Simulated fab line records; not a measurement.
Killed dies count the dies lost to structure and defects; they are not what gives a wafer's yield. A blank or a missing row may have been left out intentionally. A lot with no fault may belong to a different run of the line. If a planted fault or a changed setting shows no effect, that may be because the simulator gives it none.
One fault through the eyes of 2 desks + flow gf180mcu + every desk sees just its own numbers, and what lay behind them comes last

## FROM THE METROLOGY DESK
Means of the sampled wafers that have a number, per lot and without regard to the tool the lot ran on: this is what the gauges read. Marked OUT: a lot whose mean sits more than 4 standard deviations from the usual mean, which makes it out of limits; the brackets give that distance.
Columns: A = HV_LDD_3_TW at GF_HV_LDD_TW_MEAS_38, usual 1427; B = HV_LDD_RS at GF_HV_LDD_RS_MEAS_53, usual 418.8 ohm/sq
| lot  | first seen here | A    | B                |
|------|-----------------|------|------------------|
| L638 | day 11 16:12    | 1434 | 418.3            |
| L639 | day 11 21:36    | 1443 | 417.3            |
| L640 | day 12 09:46    | 1422 | 419.6            |
| L642 | day 12 23:08    | 1388 | 414.7 (-4.7) OUT |
| L644 | day 13 15:11    | 1390 | 412.8 (-6.9) OUT |
| L655 | day 17 02:32    | 1418 | 418.6            |
| L656 | day 17 12:50    | 1425 | 418.0            |
| L658 | day 18 03:10    | 1441 | 418.9            |
| L659 | day 18 10:35    | 1419 | 417.0            |
| L660 | day 18 20:58    | 1438 | 418.7            |
| L661 | day 19 02:46    | 1426 | 418.7            |
This desk's finding: out of limits on L642, L644; first on L642, day 13 20:12 (HV_LDD_RS at GF_HV_LDD_RS_MEAS_53). L638, L639, L640, L655, L656, L658, L659, L660, L661: within limits.

## THE TOOL OWNER'S DESK: implanter-04
The tool's own readings at GF_HV_LDD_IMPLANT_35: means of the sampled wafers that have a number, for each lot that ran on this tool. Marked OUT: a lot whose mean sits more than 4 standard deviations from the usual mean, which makes it out of limits; the brackets give that distance.
Columns: A = beamEnergyKeV at GF_HV_LDD_IMPLANT_35, usual 59.996
| lot  | first seen here | A                        |
|------|-----------------|--------------------------|
| L639 | day 11 21:13    | 59.991                   |
| L640 | day 12 09:25    | 59.991                   |
| L642 | day 12 22:44    | 40.563 (-99 or more) OUT |
| L644 | day 13 14:47    | 40.568 (-99 or more) OUT |
| L656 | day 17 12:27    | 59.985                   |
| L658 | day 18 02:46    | 60.006                   |
This desk finds L642, L644 out of limits, L642 being first, at day 12 22:44 (beamEnergyKeV at GF_HV_LDD_IMPLANT_35). L639, L640, L656, L658: within limits.

## ALL TOGETHER
On L642, L644, at day 12 22:44, an alarm was possible from the tool owner's desk.
On L642, L644, the metrology desk was in a position to raise an alarm at day 13 20:12.
On implanter-04, each named lot ran GF_HV_LDD_IMPLANT_35.

## WHAT THE SIMULATOR HAD PUT IN
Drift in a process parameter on implanter-04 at GF_HV_LDD_IMPLANT_35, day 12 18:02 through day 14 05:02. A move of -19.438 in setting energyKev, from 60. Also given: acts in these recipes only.
Struck lots among those shown: L642, L644.
Time in hours from fault onset to the first out-of-limits reading at each desk: tool owner's desk 5, metrology desk 26.
